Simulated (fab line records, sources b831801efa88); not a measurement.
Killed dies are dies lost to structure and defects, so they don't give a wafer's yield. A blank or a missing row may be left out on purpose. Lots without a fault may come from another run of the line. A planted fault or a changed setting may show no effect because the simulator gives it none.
A struck lot beside a sound one | flow gf180mcu | 15 steps out of a route of 602
Sound: wafers L730.2, L730.4, L730.5. Struck: wafer L726.4. (L726.1 of the same lot was not struck and is left out.) The cause comes at the end.
At each step with rows: each side's tool, then ch and its chambers, then its first start. Under that, the readings that differ: sound wafers | struck wafers | difference of the means | sigmas: that difference in standard deviations of wafers without a fault.
alike: readings whose means differ by less than 2 such deviations, and words and numbers that are the same on both sides. not compared: withheld readings, readings that some wafer has no value for, bounds like >300 that may hide the same value, and numbers for which the record gives no deviation and whose values overlap.
The two part at a step that has a row with sigmas, a row that says differs or no value, or rows on one side only. Numbers that don't overlap but have no deviation are shown without sigmas and don't part them. A reading that every wafer of one side lacks parts them only if that side has two wafers or more.

first, 4 steps without rows for these wafers: GF_V3_SOFTBAKE_10 (time 60 s); GF_V3_EXPOSE_11 (exposes mask Via3, target cd 260 nm); GF_V3_PEB_12 (peb time 90 s); GF_V3_DEVELOP_13 (develop time 60 s).
GF_V3_CD_MEAS_14: target cd 260 nm.
  sound on cd_sem-02, day 28 18:32; struck on cd_sem-02, day 28 00:13
  alike: cd_nm
GF_V3_OVL_MEAS_15:
  sound on overlay-01, day 28 18:39; struck on overlay-02, day 28 00:20
  alike: V3_OVL
GF_V3_ETCH_16: etches BARC in N2/H2.
  sound on rie_diel-04 ch 0,1,3, day 28 18:41; struck on rie_diel-04 ch 1, day 28 00:22
  alike: drypump_motor_current_A, h2_flow_sccm, oes_product_au, throttle_valve_pct
GF_V3_ETCH_17: etches SiO2 in C4F8/O2/Ar, stops on TiN, target depth 635 nm.
  sound on rie_diel-04 ch 0,1,3; struck on rie_diel-04 ch 1
  alike: oes_product_au
GF_V3_STRIP_18: strips in O2/N2.
  sound on plasma_asher-04 ch 0,1, day 28 18:49; struck on plasma_asher-01 ch 1, day 28 00:29
  alike: drypump_motor_current_A, heater_power_w, oes_product_au
  not compared: rf_hours_counter_h
then, 2 steps without rows for these wafers: GF_V3_STRIP_19 (strips in post etch residue remover, time 1200 s); GF_V3_CLEAN_20 (cleans in DIW).
GF_V3_SPUTTER_21: material Ti, target thk 15 nm, time 80.02 s.
  sound on pvd_sputter-03, day 28 19:23; struck on pvd_sputter-01, day 28 01:02
  reading                | sound          | struck | difference | sigmas
  throttle_valve_pct (%) | 29.9 31.2 30.2 | 27.0   | -3.4       | -3
GF_V3_SPUTTER_22: material TiN, target thk 10 nm, time 40 s.
  sound on pvd_sputter-03, day 28 19:26; struck on pvd_sputter-01, day 28 01:05
  reading                                | sound             | struck | difference | sigmas
  throttle_valve_pct (%)                 | 30.2 31.2 30.0    | 26.8   | -3.7       | -3
  model.TiN_of_V3_SPUTTER_22.thk_nm (nm) | 9.933 9.912 9.931 | 17.41  | +7.48      |
GF_V3_CVD_23: deposits W, target thk 350 nm, time 104.9 s.
  sound on cvd_w-02 ch 0,1, day 28 19:29; struck on cvd_w-02 ch 1, day 28 01:08
  alike: heater_power_outer_w, heater_power_w, susceptor_temp_C
  not compared: since_wet_clean_h
then, 1 step without rows for these wafers: GF_PASSIVATION_PROBE_99.

WHERE THEY PART
First at GF_V3_SPUTTER_21; last, within this record, at GF_V3_SPUTTER_22. Later steps at which nothing parts them and some readings are alike: GF_V3_CVD_23.

WHY: what the simulator had put in
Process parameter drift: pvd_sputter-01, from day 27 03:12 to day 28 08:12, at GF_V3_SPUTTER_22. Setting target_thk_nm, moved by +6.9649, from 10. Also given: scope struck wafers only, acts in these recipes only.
